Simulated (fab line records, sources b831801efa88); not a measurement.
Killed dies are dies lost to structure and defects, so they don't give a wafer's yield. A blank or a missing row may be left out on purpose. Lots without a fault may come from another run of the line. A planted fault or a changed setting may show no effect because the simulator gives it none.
Which tool did it? | flow sky130 | 8 lots, 24 wafers sampled, at 5 steps of a route of 708

WHAT THE GAUGES READ, wafer by wafer
SKY_NWELL_THK_MEAS_02.
lot  | measured    | on            | NWELL_OXIDATION_THK (nm)
L652 | day 3 01:13 | film_metro-03 | 10.03 10.07 10.07
L663 | day 4 21:05 | film_metro-04 | 12.24 12.29 12.37
L664 | day 5 04:08 | film_metro-03 | 12.05 12.13 12.11
L665 | day 5 08:00 | film_metro-01 | 10.27 10.26 10.22
L667 | day 6 04:48 | film_metro-03 | 10.11 9.92 10.16
L670 | day 6 13:13 | film_metro-01 | 10.07 10.07 10.18
L672 | day 6 20:46 | film_metro-01 | 10.44 10.14 10.43
L675 | day 7 20:42 | film_metro-03 | 10.00 10.19 10.15

SKY_NWELL_RS_MEAS_29: measures by four-point-probe.
lot  | measured     | on            | NWELL_RS (ohm/sq)
L652 | day 6 00:50  | film_metro-01 | 624.0 623.1 621.8
L663 | day 8 05:04  | film_metro-03 | 626.8 625.9 626.9
L664 | day 8 12:13  | film_metro-04 | 624.9 625.4 627.3
L665 | day 8 16:53  | film_metro-04 | 625.4 627.9 625.6
L667 | day 9 16:45  | film_metro-01 | 622.0 622.1 622.0
L670 | day 10 02:49 | film_metro-04 | 625.9 625.6 626.0
L672 | day 10 13:22 | film_metro-01 | 621.9 623.6 625.2
L675 | day 11 16:25 | film_metro-01 | 621.0 623.3 624.2

SKY_NWELL_RS_MEAS_31: measures by four-point-probe.
lot  | measured     | on            | PWDE_RS (ohm/sq)
L652 | day 6 01:05  | film_metro-01 | 5264 5260 5256
L663 | day 8 05:19  | film_metro-03 | 5292 5300 5288
L664 | day 8 12:28  | film_metro-04 | 5247 5246 5270
L665 | day 8 17:08  | film_metro-04 | 5283 5293 5285
L667 | day 9 16:59  | film_metro-01 | 5262 5271 5259
L670 | day 10 03:04 | film_metro-04 | 5275 5277 5262
L672 | day 10 13:36 | film_metro-01 | 5280 5270 5277
L675 | day 11 16:40 | film_metro-01 | 5271 5289 5284

SKY_VT_ADJUST_HVTP_CD_MEAS_07: target cd 380 nm.
lot  | measured     | on        | cd_nm (nm)
L652 | day 6 19:52  | cd_sem-01 | 382.6 381.2 382.3
L663 | day 9 02:53  | cd_sem-01 | 373.2 373.3 373.9
L664 | day 9 09:36  | cd_sem-01 | 378.1 376.7 380.5
L665 | day 9 15:19  | cd_sem-01 | 377.1 378.7 377.9
L667 | day 10 15:47 | cd_sem-01 | 374.5 377.0 375.7
L670 | day 11 01:59 | cd_sem-02 | 377.8 378.9 378.6
L672 | day 11 13:01 | cd_sem-02 | 376.6 376.2 378.8
L675 | day 12 17:08 | cd_sem-02 | 376.4 376.6 380.6

WHICH TOOL RAN EACH LOT (tool, then ch and the chambers of the sampled wafers, then the start)
lot  | SKY_NWELL_OXIDATION_01
L652 | furnace-02 ch 0, day 2 23:50
L663 | furnace-02 ch 0, day 4 19:41
L664 | furnace-02 ch 0, day 5 02:44
L665 | furnace-01 ch 0, day 5 06:37
L667 | furnace-01 ch 0, day 6 03:23
L670 | furnace-01 ch 0, day 6 11:49
L672 | furnace-01 ch 0, day 6 19:21
L675 | furnace-01 ch 0, day 7 19:19
- SKY_NWELL_OXIDATION_01: stabilise 600 s, purge 300 s, target thk 10 nm.

WHAT THE TOOLS THEMSELVES READ (means of the sampled wafers that have a number; where no wafer has one, the mark that the record gives instead)
SKY_NWELL_OXIDATION_01.
lot  | tool       | spike_tc_bottom_C (C) | spike_tc_centre_C (C) | spike_tc_lower_C (C) | spike_tc_top_C (C) | spike_tc_upper_C (C) | tube_center_temp_C (C) | tube_center_temp_C_max | zone_power_top_pct (%)
L652 | furnace-02 | 918.9                 | 902.2                 | 900.6                | 912.8              | 902.5                | 899.94                 | 902.2                  | 28.7
L663 | furnace-02 | 938.0                 | 921.0                 | 919.3                | 930.3              | 922.2                | 918.80                 | 921.0                  | 29.7
L664 | furnace-02 | 937.8                 | 920.9                 | 918.6                | 930.2              | 921.8                | 918.74                 | 921.1                  | 29.8
L665 | furnace-01 | 920.0                 | 902.1                 | 899.9                | 907.2              | 899.9                | 899.98                 | 902.5                  | 28.6
L667 | furnace-01 | 919.8                 | 901.7                 | 900.2                | 907.3              | 899.4                | 899.97                 | 902.4                  | 28.6
L670 | furnace-01 | 919.8                 | 901.9                 | 899.1                | 907.7              | 900.2                | 899.98                 | 902.3                  | 28.5
L672 | furnace-01 | 918.7                 | 902.1                 | 901.3                | 906.8              | 900.9                | 900.04                 | 902.6                  | 28.2
L675 | furnace-01 | 918.7                 | 900.8                 | 899.6                | 907.7              | 900.0                | 899.99                 | 902.3                  | 28.4

THE ANSWER, worked out from the rows above alone
Rule: what is usual is taken from the lots themselves. Put in order of their means at a reading, lots are off if they are a third of the lots or fewer, leave a main group of 4 or more, and stand apart from it by a gap of 3 or more times the standard deviation of the main group's means; of several such gaps the widest counts. A main group whose means are all the same, to the digits that the tables above print for the reading, isn't used. A lot without any number at a reading at which 4 lots or more have one is off too. The other lots that the step has rows for count as sound. The gauges are gone through in route order, then the tools' own readings, and for those a lot's mean is taken as printed above. The first step at which some lot is off is used, and at that step the reading that is off furthest; a lot without a number counts as furthest.
Off: L663, L664, at SKY_NWELL_THK_MEAS_02 (NWELL_OXIDATION_THK). The main group: mean 10.15 nm, standard deviation 0.1.
A tool fits if, at a process step before that reading, it ran every lot that is off, and no sound lot after the first of them. The gauges at SKY_NWELL_THK_MEAS_02 aren't tried: what is off there is off at SKY_NWELL_OXIDATION_01 too, on other tools, and a gauge's error can't cause that. One fits: furnace-02 at SKY_NWELL_OXIDATION_01. Its last sound lot is L652 (day 2 23:50), its first lot that is off L663 (day 4 19:41): a fault that began between those two fits.
The tool's own readings at SKY_NWELL_OXIDATION_01 bear it out: on the lots that are off they differ by more than 5 times the standard deviation of the sound lots' means. spike_tc_bottom_C reads 937.9 C there against 919.3 C on the sound lots; spike_tc_centre_C reads 921.0 C there against 901.8 C on the sound lots; spike_tc_lower_C reads 919.0 C there against 900.1 C on the sound lots; spike_tc_top_C reads 930.2 C there against 908.2 C on the sound lots; spike_tc_upper_C reads 922.0 C there against 900.5 C on the sound lots; tube_center_temp_C reads 918.77 C there against 899.98 C on the sound lots; tube_center_temp_C_max reads 921.0 there against 902.4 on the sound lots; zone_power_top_pct reads 29.8 % there against 28.5 % on the sound lots.

WHAT THE SIMULATOR HAD PUT IN
Process parameter drift: furnace-02, from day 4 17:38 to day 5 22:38, at SKY_NWELL_OXIDATION_01. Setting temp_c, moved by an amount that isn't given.
Lots struck among those shown: L663, L664. The rule above found the same.
